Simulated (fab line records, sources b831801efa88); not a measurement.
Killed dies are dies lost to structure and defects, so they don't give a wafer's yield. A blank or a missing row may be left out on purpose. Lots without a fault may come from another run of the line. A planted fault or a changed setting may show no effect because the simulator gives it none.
Chamber matching | flow gf180mcu | GF_V1_ETCH_16 on rie_diel-02: 4 sister chambers
The step etches BARC in N2/H2. 14 wafers are shown with their chamber, then 7 later ones without.

WAFERS WITH THEIR CHAMBER
wafer  | chamber | throttle_valve_pct (%) | oes_product_au (a.u.)
L702.1 | 1       | 13.226                 | 0.862
L702.5 | 3       | 13.232                 | 0.859
L702.6 | 2       | 13.226                 | 0.848
L710.1 | 0       | 13.247                 | 0.858
L710.3 | 1       | 13.229                 | 0.858
L710.5 | 1       | 13.214                 | 0.857
L711.1 | 2       | 13.220                 | 0.856
L711.3 | 0       | 13.242                 | 0.853
L711.6 | 1       | 13.222                 | 0.857
L713.2 | 2       | 13.232                 | 0.851
L713.3 | 1       | 13.230                 | 0.860
L713.5 | 1       | 13.229                 | 0.857
L719.2 | 1       | 13.230                 | 0.857
L719.3 | 0       | 13.245                 | 0.856

SIGNATURES (means of the wafers above)
reading            | chamber 0 | chamber 1 | chamber 2 | chamber 3 | scatter within a chamber
throttle_valve_pct | 13.24467  | 13.22571  | 13.22600  | 13.23200  | 0.00542
oes_product_au     | 0.85567   | 0.85829   | 0.85167   | 0.85900   | 0.00262
Rule: a wafer's distance from a chamber is the root of the sum, over the readings, of the square of ((its reading less the chamber's mean) divided by the reading's scatter). The wafer belongs to the nearest chamber; if the next one is less than 2 further off, it can't be placed. The scatter: the root of (the sum of the squares of (reading less its chamber's mean) over the shown wafers, divided by (wafers less chambers)).

WAFERS WITHOUT THEIR CHAMBER
wafer  | throttle_valve_pct (%) | oes_product_au (a.u.)
L719.5 | 13.234                 | 0.857
L722.2 | 13.225                 | 0.853
L722.4 | 13.231                 | 0.857
L722.6 | 13.211                 | 0.855
L723.2 | 13.223                 | 0.855
L723.3 | 13.220                 | 0.857
L723.5 | 13.224                 | 0.854

WHICH CHAMBER EACH WENT THROUGH
wafer  | from the rows above               | in truth
L719.5 | can't be placed: 3 or 1 or 0 or 2 | 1
L722.2 | can't be placed: 2 or 1           | 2
L722.4 | can't be placed: 3 or 1 or 2 or 0 | 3
L722.6 | can't be placed: 1 or 2 or 3      | 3
L723.2 | can't be placed: 1 or 2 or 3      | 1
L723.3 | can't be placed: 1 or 2 or 3      | 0
L723.5 | can't be placed: 2 or 1 or 3      | 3
Placed correctly: 0 of 7. Can't be placed from these rows: 7 (the true chamber is among the candidates in 6). Placed wrongly: 0.
